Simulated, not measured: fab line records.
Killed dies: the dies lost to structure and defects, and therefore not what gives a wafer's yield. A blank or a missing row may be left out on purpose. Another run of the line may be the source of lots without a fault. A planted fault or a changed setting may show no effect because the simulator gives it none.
Chamber matching :: flow gf180mcu :: 4 sister chambers for GF_STI_CMP_25 on cmp-01
The step polishes, stops on Si3N4, t overpolish 33 s, target thk 524.6 nm. 8 wafers are shown with their chamber, then 8 later ones without.

== EACH WAFER AND ITS CHAMBER ==
wafer: L203.1
chamber: 0
motor_current_A (A): 13.4
head_pressure_psi (psi): 4.010

wafer: L205.3
chamber: 0
motor_current_A (A): 13.1
head_pressure_psi (psi): 4.000

wafer: L205.5
chamber: 3
motor_current_A (A): 12.3
head_pressure_psi (psi): 4.007

wafer: L206.1
chamber: 2
motor_current_A (A): 10.6
head_pressure_psi (psi): 4.007

wafer: L207.3
chamber: 1
motor_current_A (A): 11.1
head_pressure_psi (psi): 3.987

wafer: L207.5
chamber: 2
motor_current_A (A): 11.2
head_pressure_psi (psi): 3.985

wafer: L207.6
chamber: 1
motor_current_A (A): 11.2
head_pressure_psi (psi): 4.000

wafer: L208.1
chamber: 3
motor_current_A (A): 11.7
head_pressure_psi (psi): 4.005

== WAFERS WITHOUT THEIR CHAMBER ==
wafer: L208.3
motor_current_A (A): 12.9
head_pressure_psi (psi): 4.010

wafer: L208.6
motor_current_A (A): 13.6
head_pressure_psi (psi): 4.007

wafer: L209.4
motor_current_A (A): 13.4
head_pressure_psi (psi): 3.993

wafer: L209.5
motor_current_A (A): 12.4
head_pressure_psi (psi): 3.987

wafer: L209.6
motor_current_A (A): 13.0
head_pressure_psi (psi): 3.998

wafer: L213.3
motor_current_A (A): 10.7
head_pressure_psi (psi): 4.016

wafer: L213.4
motor_current_A (A): 13.5
head_pressure_psi (psi): 3.999

wafer: L213.5
motor_current_A (A): 10.4
head_pressure_psi (psi): 4.012

== WHICH CHAMBER EACH WENT THROUGH ==
wafer: L208.3
from the rows above: can't be placed: 0 or 3
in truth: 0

wafer: L208.6
from the rows above: 0
in truth: 0

wafer: L209.4
from the rows above: 0
in truth: 0

wafer: L209.5
from the rows above: can't be placed: 3 or 0 or 1
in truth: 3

wafer: L209.6
from the rows above: 0
in truth: 0

wafer: L213.3
from the rows above: can't be placed: 2 or 1
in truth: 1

wafer: L213.4
from the rows above: 0
in truth: 0

wafer: L213.5
from the rows above: can't be placed: 2 or 1
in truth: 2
Correct placement for 4 of the 8. Unplaceable from these rows: 4, with the true chamber sitting among the candidates in 4. 0 placed wrongly.
How it was worked out, from the rows above alone: a wafer's distance from a chamber is the root of the sum, over the readings, of the square of ((its reading less the chamber's mean) divided by the reading's scatter). If the next closest chamber is less than 2 further off than the closest, the wafer can't be placed; otherwise it belongs to the closest. A chamber's mean is the mean of its shown wafers. The scatter: the root of (the sum of the squares of (reading less its chamber's mean) over the shown wafers, divided by (wafers less chambers)).
